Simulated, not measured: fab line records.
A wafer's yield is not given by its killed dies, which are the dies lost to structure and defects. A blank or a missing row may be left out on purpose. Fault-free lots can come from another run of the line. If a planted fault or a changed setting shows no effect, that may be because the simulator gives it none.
Commonality check across tools || flow sky130 || 10 lots and 30 wafers in the sample

== WHAT PROMPTED THE OPENING ==
2 of 10 lots carry a flag on the reading CAPM_TIN_RS at SKY_CAPM_RS_MEAS_03. No-fault wafers: 6.90 ohm/sq, standard deviation 0.059.
Rule: a lot is flagged in two cases, either no wafer of it has a number, or all its wafers with numbers fall more than 4 standard deviations from that mean. The rest of the lots are taken to be sound.

{"lot": "L309", "measured": "day 36 16:34", "on": "film_metro-04", "CAPM_TIN_RS (ohm/sq), wafer by wafer": "6.95 6.91 6.91", "flag": ""}
{"lot": "L312", "measured": "day 38 11:17", "on": "film_metro-02", "CAPM_TIN_RS (ohm/sq), wafer by wafer": "6.92 6.98 6.95", "flag": ""}
{"lot": "L316", "measured": "day 39 21:00", "on": "film_metro-01", "CAPM_TIN_RS (ohm/sq), wafer by wafer": "6.83 6.85 6.88", "flag": ""}
{"lot": "L318", "measured": "day 39 23:46", "on": "film_metro-04", "CAPM_TIN_RS (ohm/sq), wafer by wafer": "6.87 6.77 6.85", "flag": ""}
{"lot": "L322", "measured": "day 41 08:06", "on": "film_metro-02", "CAPM_TIN_RS (ohm/sq), wafer by wafer": "6.93 6.93 6.90", "flag": ""}
{"lot": "L324", "measured": "day 41 15:21", "on": "film_metro-04", "CAPM_TIN_RS (ohm/sq), wafer by wafer": "4.37 4.38 4.37", "flag": "FLAGGED"}
{"lot": "L325", "measured": "day 41 18:26", "on": "film_metro-04", "CAPM_TIN_RS (ohm/sq), wafer by wafer": "6.71 6.77 6.77", "flag": ""}
{"lot": "L326", "measured": "day 41 20:46", "on": "film_metro-04", "CAPM_TIN_RS (ohm/sq), wafer by wafer": "4.38 4.40 4.35", "flag": "FLAGGED"}
{"lot": "L328", "measured": "day 42 14:14", "on": "film_metro-01", "CAPM_TIN_RS (ohm/sq), wafer by wafer": "6.96 6.92 6.90", "flag": ""}
{"lot": "L331", "measured": "day 43 03:53", "on": "film_metro-01", "CAPM_TIN_RS (ohm/sq), wafer by wafer": "6.85 6.85 6.89", "flag": ""}
The mean of the flagged lots' numbers is 4.38 ohm/sq, -2.53 ohm/sq from the usual (-43 standard deviations).

== WHICH TOOL RAN EACH LOT ==
3 process steps preceding the reading are held in the record, out of 708 steps in the route. Each cell gives the tool, then ch followed by the chambers the sampled wafers passed through, then the start.
{"lot": "L309", "flag": "", "SKY_METAL3_SPUTTER_04": "pvd_sputter-02, day 36 16:19", "SKY_CAPM_CVD_00": "pecvd-01 ch 0,2, day 36 16:22", "SKY_CAPM_SPUTTER_02": "pvd_sputter-01, day 36 16:26"}
{"lot": "L312", "flag": "", "SKY_METAL3_SPUTTER_04": "pvd_sputter-03, day 38 11:02", "SKY_CAPM_CVD_00": "pecvd-01 ch 0,1,2, day 38 11:05", "SKY_CAPM_SPUTTER_02": "pvd_sputter-02, day 38 11:10"}
{"lot": "L316", "flag": "", "SKY_METAL3_SPUTTER_04": "pvd_sputter-03, day 39 20:42", "SKY_CAPM_CVD_00": "pecvd-02 ch 0,1,2, day 39 20:46", "SKY_CAPM_SPUTTER_02": "pvd_sputter-04, day 39 20:50"}
{"lot": "L318", "flag": "", "SKY_METAL3_SPUTTER_04": "pvd_sputter-01, day 39 23:31", "SKY_CAPM_CVD_00": "pecvd-01 ch 0,2, day 39 23:34", "SKY_CAPM_SPUTTER_02": "pvd_sputter-04, day 39 23:39"}
{"lot": "L322", "flag": "", "SKY_METAL3_SPUTTER_04": "pvd_sputter-03, day 41 07:52", "SKY_CAPM_CVD_00": "pecvd-01 ch 0,1,2, day 41 07:55", "SKY_CAPM_SPUTTER_02": "pvd_sputter-04, day 41 07:59"}
{"lot": "L324", "flag": "FLAGGED", "SKY_METAL3_SPUTTER_04": "pvd_sputter-02, day 41 15:04", "SKY_CAPM_CVD_00": "pecvd-04 ch 0,1, day 41 15:07", "SKY_CAPM_SPUTTER_02": "pvd_sputter-04, day 41 15:11"}
{"lot": "L325", "flag": "", "SKY_METAL3_SPUTTER_04": "pvd_sputter-03, day 41 18:12", "SKY_CAPM_CVD_00": "pecvd-02 ch 0,2, day 41 18:15", "SKY_CAPM_SPUTTER_02": "pvd_sputter-02, day 41 18:20"}
{"lot": "L326", "flag": "FLAGGED", "SKY_METAL3_SPUTTER_04": "pvd_sputter-03, day 41 20:32", "SKY_CAPM_CVD_00": "pecvd-01 ch 0,1,2, day 41 20:35", "SKY_CAPM_SPUTTER_02": "pvd_sputter-04, day 41 20:40"}
{"lot": "L328", "flag": "", "SKY_METAL3_SPUTTER_04": "pvd_sputter-01, day 42 14:00", "SKY_CAPM_CVD_00": "pecvd-04 ch 0,1, day 42 14:03", "SKY_CAPM_SPUTTER_02": "pvd_sputter-02, day 42 14:08"}
{"lot": "L331", "flag": "", "SKY_METAL3_SPUTTER_04": "pvd_sputter-01, day 43 03:37", "SKY_CAPM_CVD_00": "pecvd-02 ch 0,1,2, day 43 03:40", "SKY_CAPM_SPUTTER_02": "pvd_sputter-02, day 43 03:46"}
What the steps here do:
- SKY_METAL3_SPUTTER_04: material TiN, target thk 70 nm, time 58.3 s.
- SKY_CAPM_CVD_00: deposits SiO2, target thk 15.5 nm.
- SKY_CAPM_SPUTTER_02: material TiN, target thk 200 nm, time 166.7 s.
- SKY_CAPM_RS_MEAS_03: measures by four-point-probe.

== FLAGGED OVER TOTAL, TOOL BY TOOL (the gauges that took the reading come last) ==
{"step": "SKY_METAL3_SPUTTER_04", "tool": "pvd_sputter-01", "lots run": 3, "flagged": 0, "share of the flagged lots": "none", "sound lots run after its first flagged lot": "-"}
{"step": "SKY_METAL3_SPUTTER_04", "tool": "pvd_sputter-02", "lots run": 2, "flagged": 1, "share of the flagged lots": "some", "sound lots run after its first flagged lot": 0}
{"step": "SKY_METAL3_SPUTTER_04", "tool": "pvd_sputter-03", "lots run": 5, "flagged": 1, "share of the flagged lots": "some", "sound lots run after its first flagged lot": 0}
{"step": "SKY_CAPM_CVD_00", "tool": "pecvd-01", "lots run": 5, "flagged": 1, "share of the flagged lots": "some", "sound lots run after its first flagged lot": 0}
{"step": "SKY_CAPM_CVD_00", "tool": "pecvd-02", "lots run": 3, "flagged": 0, "share of the flagged lots": "none", "sound lots run after its first flagged lot": "-"}
{"step": "SKY_CAPM_CVD_00", "tool": "pecvd-04", "lots run": 2, "flagged": 1, "share of the flagged lots": "some", "sound lots run after its first flagged lot": "1 (L328)"}
{"step": "SKY_CAPM_SPUTTER_02", "tool": "pvd_sputter-01", "lots run": 1, "flagged": 0, "share of the flagged lots": "none", "sound lots run after its first flagged lot": "-"}
{"step": "SKY_CAPM_SPUTTER_02", "tool": "pvd_sputter-02", "lots run": 4, "flagged": 0, "share of the flagged lots": "none", "sound lots run after its first flagged lot": "-"}
{"step": "SKY_CAPM_SPUTTER_02", "tool": "pvd_sputter-04", "lots run": 5, "flagged": 2, "share of the flagged lots": "all", "sound lots run after its first flagged lot": 0}
{"step": "SKY_CAPM_RS_MEAS_03", "tool": "film_metro-01", "lots run": 3, "flagged": 0, "share of the flagged lots": "none", "sound lots run after its first flagged lot": "-"}
{"step": "SKY_CAPM_RS_MEAS_03", "tool": "film_metro-02", "lots run": 2, "flagged": 0, "share of the flagged lots": "none", "sound lots run after its first flagged lot": "-"}
{"step": "SKY_CAPM_RS_MEAS_03", "tool": "film_metro-04", "lots run": 5, "flagged": 2, "share of the flagged lots": "all", "sound lots run after its first flagged lot": "1 (L325)"}

== THE TABLE: WHAT IT ALLOWS ==
2 rows of the table ran every flagged lot: pvd_sputter-04 at SKY_CAPM_SPUTTER_02, film_metro-04 at SKY_CAPM_RS_MEAS_03.
- pvd_sputter-04 at SKY_CAPM_SPUTTER_02 ran 5 lots, 2 of them flagged. A fault beginning between L322 (day 41 07:59), its last sound lot, and L324 (day 41 15:11), its first flagged one, fits the data.
- film_metro-04 at SKY_CAPM_RS_MEAS_03 ran 5 lots, 2 of them flagged. Sound lots ran on it after the first flagged one (L325), which a lasting fault on the whole tool wouldn't allow.
What remains is a single tool, pvd_sputter-04 at SKY_CAPM_SPUTTER_02.

== WHAT HAD BEEN PUT IN BY THE SIMULATOR ==
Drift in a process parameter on pvd_sputter-04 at SKY_CAPM_SPUTTER_02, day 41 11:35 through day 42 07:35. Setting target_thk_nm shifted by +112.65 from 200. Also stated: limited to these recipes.
Shown lots that were struck: L324, L326. This agrees with what the rule above found.
